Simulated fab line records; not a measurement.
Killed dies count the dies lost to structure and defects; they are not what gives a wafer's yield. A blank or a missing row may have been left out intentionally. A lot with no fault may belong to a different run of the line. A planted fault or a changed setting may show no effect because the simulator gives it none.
Matching of chambers    flow sky130    4 sister chambers for SKY_VIA3_CMP_02 on cmp-01
The step polishes SiO2. 14 wafers are shown with their chamber, then 7 later ones without.

== EACH WAFER AND ITS CHAMBER ==
wafer   chamber  motor_current_A (A)  edge_zone_pressure_frac
L491.1  0        12.5                 0.996
L491.3  3        12.0                 1.003
L491.6  0        12.6                 1.003
L493.2  1        13.5                 0.992
L493.3  2        8.9                  1.007
L493.4  3        11.9                 1.001
L496.2  0        13.1                 1.001
L496.3  1        13.3                 1.003
L496.4  3        12.0                 1.000
L500.2  3        11.8                 1.002
L500.3  0        12.4                 1.006
L500.4  1        13.5                 0.999
L505.1  1        13.0                 1.007
L505.3  3        12.3                 0.996

SIGNATURES (averages over the wafers above)
reading                  chamber 0  chamber 1  chamber 2  chamber 3  scatter within a chamber
motor_current_A          12.650     13.325     8.900      12.000     0.244
edge_zone_pressure_frac  1.00150    1.00025    1.00700    1.00040    0.00453
Rule: for a wafer and a chamber, the distance is found by dividing, reading by reading, the gap between the wafer's reading and the chamber's mean by the reading's scatter, squaring, summing and taking the root. The wafer belongs to the nearest chamber; if the next one is less than 2 further off, it can't be placed. How the scatter is found: for the shown wafers, subtract from each reading the mean of its chamber, square and add these, divide the total by (wafers less chambers), then take the root.

== WAFERS MISSING THEIR CHAMBER ==
wafer   motor_current_A (A)  edge_zone_pressure_frac
L505.6  12.6                 1.004
L506.4  12.9                 0.999
L506.5  11.3                 0.999
L506.6  9.1                  0.988
L509.1  13.4                 1.009
L509.4  9.2                  1.004
L509.5  12.0                 1.001

== WHICH CHAMBER EACH ONE RAN IN ==
wafer   from the rows above      in truth
L505.6  can't be placed: 0 or 3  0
L506.4  can't be placed: 0 or 1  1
L506.5  3                        3
L506.6  2                        2
L509.1  can't be placed: 1 or 0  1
L509.4  2                        2
L509.5  3                        3
Placed correctly: 4 of 7. Not placeable from these rows: 3 (in 3, the candidates include the true chamber). Placed wrongly: 0.
